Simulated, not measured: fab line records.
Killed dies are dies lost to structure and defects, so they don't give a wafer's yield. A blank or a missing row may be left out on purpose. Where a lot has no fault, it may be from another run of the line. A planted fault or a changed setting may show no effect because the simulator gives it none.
A lot that was struck, set against a sound lot / flow gf180mcu / 25 out of 602 route steps
Sound: these wafers, L191.2, L191.3, L191.5. Struck: wafers L201.1, L201.3 (left out: L201.4, a lot-mate that was not struck); the cause follows at the end.
Per side, at each step with rows, come the tool, then ch with its chambers, and then its first start. Under that, the readings that differ: sound wafers / struck wafers / difference of the means / sigmas: that difference in standard deviations of wafers without a fault.
alike: readings with means less than 2 such deviations apart, plus words and numbers identical on both sides. not compared: withheld readings, readings lacking a value on some wafer, bounds such as >300 that could conceal the same value, and numbers that have no deviation in the record and whose values overlap.
Wherever a step has rows on one side only, a row that says differs or no value, or a row with sigmas, the two part there. Non-overlapping numbers with no deviation appear without sigmas and do not part them. A reading that every wafer of one side lacks parts them only if that side has two wafers or more.

first, 6 steps without rows for these wafers: GF_TOP_METAL_HMDS_08 (prime time 60 s); GF_TOP_METAL_COAT_09 (resist thk 1500 nm); GF_TOP_METAL_SOFTBAKE_10 (time 60 s); GF_TOP_METAL_EXPOSE_11 (exposes mask MetalTop, target cd 440 nm); GF_TOP_METAL_PEB_12; GF_TOP_METAL_DEVELOP_13 (develop time 60 s).
GF_TOP_METAL_CD_MEAS_14: target cd 440 nm.
  sound on cd_sem-01, day 30 08:28; struck on cd_sem-02, day 32 12:17
reading=cd_nm (nm); sound=434.2 434.0 434.8; struck=437.6 440.3; difference=+4.6; sigmas=+2
GF_TOP_METAL_OVL_MEAS_15:
  sound on overlay-01, day 30 08:34; struck on overlay-02, day 32 12:25
  alike: TOP_METAL_OVL
GF_TOP_METAL_METAL_ETCH_16: etches the open film in Cl2/BCl3, stops on SiO2, target depth 1077.5 nm, time 179.6 s.
  sound on rie_metal-02 ch 0,1, day 30 08:36; struck on rie_metal-03 ch 0,1, day 32 12:27
  alike: drypump_motor_current_A, oes_product_au, throttle_valve_pct
  not compared: rf_hours_counter_h
GF_TOP_METAL_STRIP_17: strips in O2/N2.
  sound on plasma_asher-02 ch 1, day 30 08:46; struck on plasma_asher-02 ch 0,1, day 32 12:37
  alike: drypump_motor_current_A, heater_power_w, oes_product_au, strip_time_to_endpoint_s
  not compared: rf_hours_counter_h
then, 2 steps without rows for these wafers: GF_TOP_METAL_STRIP_18 (strips in post etch residue remover, time 1200 s); GF_TOP_METAL_CLEAN_19 (cleans in DIW).
GF_PASSIVATION_CVD_00: deposits SiO2 from TEOS, target thk 1000 nm, time 111.95 s.
  sound on pecvd-04 ch 0,1,2, day 30 09:18; struck on pecvd-04 ch 0,2, day 32 13:09
reading=run_length_s (s); sound=140.3 140.8 140.2; struck=98.2 97.6; difference=-42.5; sigmas=-89
reading=model.SiO2_of_PASSIVATION_CVD_00.thk_nm (nm); sound=999.6 993.9 1012; struck=624.8 630.4; difference=-374.2; sigmas=
  alike: heater_power_w
  not compared: since_wet_clean_h
GF_PASSIVATION_THK_MEAS_01:
  sound on film_metro-03, day 30 09:23; struck on film_metro-02, day 32 13:14
reading=PASSIVATION_CVD_00_THK (nm); sound=999 994 1013; struck=625 631; difference=-374; sigmas=-29
GF_PASSIVATION_CVD_02: deposits Si3N4, target thk 700 nm, time 486.18 s.
  sound on pecvd-02 ch 1,2, day 30 09:26; struck on pecvd-01 ch 0,1, day 32 13:17
  alike: heater_power_w, run_length_s
  not compared: since_wet_clean_h
GF_PASSIVATION_THK_MEAS_03:
  sound on film_metro-02, day 30 09:44; struck on film_metro-02, day 32 13:35
reading=PASSIVATION_CVD_02_THK (nm); sound=700 714 698; struck=678 686; difference=-22; sigmas=-2
then, 7 steps without rows for these wafers: GF_PASSIVATION_DEHYDRATE_04 (time 60 s); GF_PASSIVATION_HMDS_05 (prime time 60 s); GF_PASSIVATION_COAT_06 (resist thk 4000 nm); GF_PASSIVATION_SOFTBAKE_07; GF_PASSIVATION_EXPOSE_08 (exposes mask Pad, target cd 40000 nm); GF_PASSIVATION_PEB_09; GF_PASSIVATION_DEVELOP_10 (develop time 60 s).
GF_PASSIVATION_ETCH_11: etches the open film in CF4/O2, stops on TiN, target depth 1800 nm, time 400 s.
  sound on rie_diel-03 ch 1,2,3, day 31 02:59; struck on rie_diel-03 ch 1,2, day 33 05:37
reading=oes_product_au (a.u.); sound=0.959 0.957 0.968; struck=0.826 0.827; difference=-0.135; sigmas=-18
reading=throttle_valve_pct (%); sound=5.948 5.950 5.962; struck=5.930 5.912; difference=-0.032; sigmas=-3
reading=model.etch.depth_nm (nm); sound=1699 1708 1711; struck=1303 1317; difference=-396; sigmas=
reading=model.PASSIVATION.feature_depth_nm (nm); sound=1699 1708 1711; struck=1303 1317; difference=-396; sigmas=
  alike: cf4_flow_sccm, drypump_motor_current_A
  not compared: rf_hours_counter_h
GF_PASSIVATION_STRIP_12: strips in O2/N2.
  sound on plasma_asher-01 ch 0,1, day 31 03:13; struck on plasma_asher-04 ch 0, day 33 05:52
  alike: drypump_motor_current_A, heater_power_w, oes_product_au, strip_time_to_endpoint_s
  not compared: rf_hours_counter_h

WHERE THEY PART
Last at GF_PASSIVATION_ETCH_11 as far as this record goes, first at GF_TOP_METAL_CD_MEAS_14. Later steps at which nothing parts them and some readings are alike: GF_PASSIVATION_STRIP_12.

WHY: the cause the simulator had injected
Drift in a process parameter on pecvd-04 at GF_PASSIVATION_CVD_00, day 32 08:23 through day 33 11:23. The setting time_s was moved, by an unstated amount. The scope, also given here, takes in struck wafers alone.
